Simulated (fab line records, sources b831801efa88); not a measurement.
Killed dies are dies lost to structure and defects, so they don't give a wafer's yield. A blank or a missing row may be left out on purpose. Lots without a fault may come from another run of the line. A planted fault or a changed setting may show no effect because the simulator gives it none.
Which tool did it? | flow sky130 | 12 lots, 36 wafers sampled, at 1 step of a route of 708

WHAT THE GAUGES READ, wafer by wafer
SKY_VIA4_BOW_MEAS_03. Usual: VIA4_BOW 82 um, standard deviation 9.
lot  | measured     | on            | VIA4_BOW (um) | flag
L994 | day 42 18:13 | film_metro-03 | 82 87 90      |
L995 | day 43 00:40 | film_metro-01 | 71 83 87      |
L996 | day 43 03:13 | film_metro-04 | 89 80 78      |
L998 | day 43 23:43 | film_metro-04 | 98 98 94      |
L100 | day 44 11:03 | film_metro-03 | 84 97 88      |
L102 | day 45 02:22 | film_metro-01 | 62 56 62      |
L103 | day 45 08:37 | film_metro-01 | 80 80 97      |
L104 | day 45 20:44 | film_metro-04 | 92 93 88      |
L106 | day 45 22:10 | film_metro-04 | 74 88 78      |
L105 | day 46 01:31 | film_metro-01 | 84 77 81      |
L109 | day 46 16:50 | film_metro-03 | 88 84 94      |
L114 | day 47 17:30 | film_metro-03 | 86 78 77      |

WHICH TOOL RAN EACH LOT (tool, then ch and the chambers of the sampled wafers, then the start)
The record holds no process step before these readings.

WHAT THE TOOLS THEMSELVES READ (means of the sampled wafers that have a number; where no wafer has one, the mark that the record gives instead)
The record holds no such reading with a usual standard deviation.

THE ANSWER, worked out from the rows above alone
Rule: a lot is off if the mean of its wafers that have a number lies more than 3 standard deviations from the usual mean. A lot without any number at a reading at which 4 lots or more have one is off too. The other lots that the step has rows for count as sound. The gauges are gone through in route order, then the tools' own readings, and for those a lot's mean is taken as printed above. The first step at which some lot is off is used, and at that step the reading that is off furthest; a lot without a number counts as furthest.
No lot is off at any reading shown: from this, nothing can be told.

WHAT THE SIMULATOR HAD PUT IN
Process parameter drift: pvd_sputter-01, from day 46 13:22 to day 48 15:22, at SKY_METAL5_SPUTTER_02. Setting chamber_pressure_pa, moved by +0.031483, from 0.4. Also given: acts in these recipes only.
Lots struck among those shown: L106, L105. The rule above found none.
